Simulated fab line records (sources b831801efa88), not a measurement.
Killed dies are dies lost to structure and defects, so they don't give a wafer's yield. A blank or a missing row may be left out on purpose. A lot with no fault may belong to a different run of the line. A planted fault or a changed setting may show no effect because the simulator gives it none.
8D (eight disciplines) problem report, filled in by code ; flow sky130 ; the parts of the form that need people (team, actions taken, sign-off) are left out

## 1. WHAT WENT WRONG
Mean of chamber-pressure-Torr at SKY_LI_CONTACT_CVD_21: 41.60 Torr across 6 wafers in 2 lots; on wafers with no fault it is 39.99 Torr (standard deviation 0.087). That is +18 standard deviations from the usual mean.
The step: deposits W, target thk 400 nm, time 120.56 s.
The first sign was on wafer L350.1 at day 29 20:29, on cvd-w-01. The record holds 39 wafers of 13 lots with a number at this step. Rule for "out" (also "out of limits"): further than 4 standard deviations from the usual mean. The rest of the wafers with a number are treated as sound.

## 2. WHAT IT IS, AND WHAT IT ISN'T
question;is;is not
which readings at this step;chamber-pressure-Torr;heater-power-w
which lots;L350, L351;L347, L348, L360, L361, L362, L364, L365, L366, L367, L368, L370
which wafers of those lots;all that have a number;-
read on which tools;cvd-w-01;cvd-w-02
when;from day 29 20:29;"up to then (6 sound wafers); but 27 sound wafers of L360, L361, L362, L364, L365, L366, L367, L368, L370 came after"

## 3. SUSPECTS, AND WHAT RULES EACH OUT
Counting: a tool at any process step up to the reading remains a suspect when it ran all the lots that are out and ran no sound lot after the first of those.
- cvd-w-01 at SKY_LI_CONTACT_CVD_21 (deposits W, target thk 400 nm, time 120.56 s): ruled out as a lasting fault. Following L350 (day 29 20:29), the first lot on it that is out, the sound lots L362, L364, L365, L366 were run on it.
Left after counting: nothing in the record.

## 4. THE CAUSE (what the simulator had put in)
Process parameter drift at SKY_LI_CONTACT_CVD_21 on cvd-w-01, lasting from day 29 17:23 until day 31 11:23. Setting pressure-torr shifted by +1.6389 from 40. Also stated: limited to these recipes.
Counting ruled it out, wrongly.

## 5. THE EFFECT CHAIN, in route order
One row per reading whose mean, taken over the struck wafers that have a number, lies over 3 standard deviations from the usual. Only readings whose record carries a usual standard deviation are examined. hours: median over the lots of the time between each lot's start at the first step of this table that gives one and its start at this step. sigmas: the change, counted in usual standard deviations.
hours;step;reading;usual;on struck wafers;change;sigmas
0;SKY_LI_CONTACT_CVD_21;chamber-pressure-Torr;39.99 Torr;41.60;+1.61;+18
Here are the process steps it includes:
- SKY_LI_CONTACT_CVD_21: deposits W, target thk 400 nm, time 120.56 s.

## 6. WHAT WOULD HAVE CAUGHT IT SOONER
First out-of-limits reading in this record: day 29 20:29, which is 3 hours after fault onset at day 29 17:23.
